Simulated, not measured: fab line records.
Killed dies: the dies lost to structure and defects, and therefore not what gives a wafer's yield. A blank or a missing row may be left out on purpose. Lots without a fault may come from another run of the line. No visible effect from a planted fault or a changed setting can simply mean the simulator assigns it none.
Which tool was responsible? | flow sky130 | 72 wafers from 24 lots sampled at 3 of the route's 708 steps

WHAT THE GAUGES SHOWED, per wafer
SKY_VT_ADJUST_LVTN_OVL_MEAS_18.
lot  | measured     | on         | VT_ADJUST_LVTN_01_OVL (nm)
L074 | day 7 22:33  | overlay-02 | 2.8 2.7 1.0
L075 | day 8 13:17  | overlay-02 | 0.5 2.0 0.3
L076 | day 9 01:46  | overlay-02 | 3.1 1.3 1.4
L078 | day 9 05:29  | overlay-01 | 1.6 -0.5 -1.3
L077 | day 9 06:02  | overlay-02 | 1.2 2.2 2.5
L079 | day 9 18:47  | overlay-02 | -2.8 -1.5 0.7
L080 | day 10 10:02 | overlay-02 | 0.6 0.3 -1.4
L082 | day 10 12:46 | overlay-01 | 1.3 2.5 2.5
L081 | day 10 12:50 | overlay-02 | 1.9 2.0 3.3
L083 | day 10 14:02 | overlay-01 | 0.9 1.1 2.0
L084 | day 11 01:01 | overlay-01 | 1.0 0.8 -0.2
L086 | day 11 08:53 | overlay-01 | 1.0 2.6 1.9
L085 | day 11 09:29 | overlay-02 | 2.7 0.3 0.7
L087 | day 11 10:44 | overlay-01 | 0.6 -1.2 1.0
L088 | day 11 23:56 | overlay-02 | 2.8 1.4 2.0
L089 | day 12 02:11 | overlay-01 | -0.7 1.8 3.2
L090 | day 12 08:29 | overlay-02 | -0.9 -1.6 -0.8
L091 | day 12 18:49 | overlay-02 | 2.2 -0.2 -0.8
L092 | day 13 05:38 | overlay-01 | 1.8 -1.1 3.1
L094 | day 13 11:40 | overlay-02 | 4.3 2.8 2.6
L093 | day 13 12:17 | overlay-02 | 2.4 1.8 1.4
L095 | day 13 17:50 | overlay-02 | -2.1 -1.2 -3.1
L096 | day 13 20:34 | overlay-02 | 0.1 -0.5 1.2
L097 | day 14 08:35 | overlay-02 | -0.1 1.1 -0.8

SKY_VIA1_THK_MEAS_01.
lot  | measured     | on            | VIA1_HDPCVD_THK (nm)
L074 | day 33 02:46 | film-metro-01 | 1046 1030 1043
L075 | day 33 16:35 | film-metro-01 | 1024 1027 1018
L076 | day 34 06:03 | film-metro-04 | 1033 1022 1031
L078 | day 34 13:11 | film-metro-03 | 1028 1002 1023
L077 | day 34 10:20 | film-metro-01 | 1034 1025 1021
L079 | day 35 04:51 | film-metro-01 | 1027 1033 1012
L080 | day 35 23:23 | film-metro-01 | 1027 1042 1039
L082 | day 35 23:35 | film-metro-04 | 1017 1020 1014
L081 | day 36 04:41 | film-metro-01 | 1030 1017 1007
L083 | day 36 09:29 | film-metro-03 | 1036 1033 1029
L084 | day 36 20:33 | film-metro-03 | 1029 1008 1029
L086 | day 36 22:13 | film-metro-03 | 1056 1042 1053
L085 | day 37 00:50 | film-metro-03 | 1038 1024 1031
L087 | day 37 00:07 | film-metro-01 | 1020 1023 1005
L088 | day 37 11:10 | film-metro-04 | 1030 1020 1037
L089 | day 37 20:04 | film-metro-01 | 1025 1038 1042
L090 | day 37 21:13 | film-metro-04 | 1030 1023 1018
L091 | day 38 12:44 | film-metro-04 | 1028 1017 1031
L092 | day 38 21:15 | film-metro-04 | 1033 1033 1055
L094 | day 38 23:40 | film-metro-03 | 1015 1046 1042
L093 | day 39 01:17 | film-metro-04 | 1036 1029 1044
L095 | day 39 12:23 | film-metro-01 | 1037 1038 1028
L096 | day 40 00:07 | film-metro-01 | 1023 1025 1030
L097 | day 39 21:58 | film-metro-04 | 1035 1031 1028

TOOL THAT RAN EACH LOT (tool first, then ch and the chambers of the sampled wafers, then the start)
lot  | SKY_CONTACT_CMP_04
L074 | cmp-01 ch 0,1,3, day 30 17:27
L075 | cmp-01 ch 0,1,2, day 31 07:25
L076 | cmp-01 ch 0,1,2, day 31 20:58
L078 | cmp-01 ch 0,1, day 32 05:20
L077 | cmp-01 ch 0,1, day 32 00:44
L079 | cmp-02 ch 1,2,3, day 32 20:11
L080 | cmp-02 ch 1,3, day 33 15:19
L082 | cmp-01 ch 0,2,3, day 33 16:31
L081 | cmp-02 ch 0,1,2, day 33 20:23
L083 | cmp-02 ch 0,1,3, day 34 01:20
L084 | cmp-02 ch 1,2,3, day 34 12:59
L086 | cmp-02 ch 0,1, day 34 15:02
L085 | cmp-02 ch 1,2,3, day 34 16:58
L087 | cmp-01 ch 0,1,3, day 34 16:56
L088 | cmp-02 ch 0,1, day 35 04:13
L089 | cmp-01 ch 0,1, day 35 12:25
L090 | cmp-01 ch 0,2, day 35 14:13
L091 | cmp-01 ch 1,2,3, day 36 06:23
L092 | cmp-01 ch 1,2, day 36 14:17
L094 | cmp-01 ch 0,2,3, day 36 17:12
L093 | cmp-01 ch 0,1,3, day 36 19:24
L095 | cmp-02 ch 1,2, day 37 07:04
L096 | cmp-02 ch 0,2,3, day 37 08:43
L097 | cmp-02 ch 0,1, day 37 16:25
- SKY_CONTACT_CMP_04: polishes SiO2.

WHAT THE TOOLS THEMSELVES READ (means of the sampled wafers that have a number; where no wafer has one, the mark that the record gives instead)
SKY_CONTACT_CMP_04.
lot  | tool   | motor-current-A (A) | time-to-endpoint-s (s)
L074 | cmp-01 | 12.3                | 85
L075 | cmp-01 | 11.8                | 88
L076 | cmp-01 | 11.6                | 85
L078 | cmp-01 | 12.4                | 84
L077 | cmp-01 | 12.1                | 85
L079 | cmp-02 | 12.1                | 73
L080 | cmp-02 | 12.1                | 76
L082 | cmp-01 | 11.9                | 79
L081 | cmp-02 | 11.4                | 77
L083 | cmp-02 | 12.2                | 78
L084 | cmp-02 | 12.1                | 81
L086 | cmp-02 | 11.4                | 82
L085 | cmp-02 | 12.1                | 76
L087 | cmp-01 | 12.3                | 81
L088 | cmp-02 | 11.5                | 83
L089 | cmp-01 | 11.9                | 80
L090 | cmp-01 | 11.3                | 81
L091 | cmp-01 | 12.3                | 80
L092 | cmp-01 | 12.4                | 81
L094 | cmp-01 | 11.9                | 81
L093 | cmp-01 | 12.5                | 83
L095 | cmp-02 | 11.6                | 76
L096 | cmp-02 | 11.7                | 73
L097 | cmp-02 | 11.2                | 76

THE ANSWER, worked out from the rows above alone
Rule: what is usual is taken from the lots themselves. Put in order of their means at a reading, lots are off if they are a third of the lots or fewer, leave a main group of 4 or more, and stand apart from it by a gap of 3 or more times the standard deviation of the main group's means; of several such gaps the widest counts. A main group whose means are all the same, to the digits that the tables above print for the reading, isn't used. Also off: a lot with no number at a reading for which 4 or more lots have one. Where the step has rows for the other lots, those lots are counted as sound. The gauges are gone through in route order, then the tools' own readings, and for those a lot's mean is taken as printed above. At the first step where some lot is off, the reading lying furthest off is the one used; lots without a number count as furthest.
Nothing can be told from this: no lot is off at any reading shown.

WHAT THE SIMULATOR PUT IN
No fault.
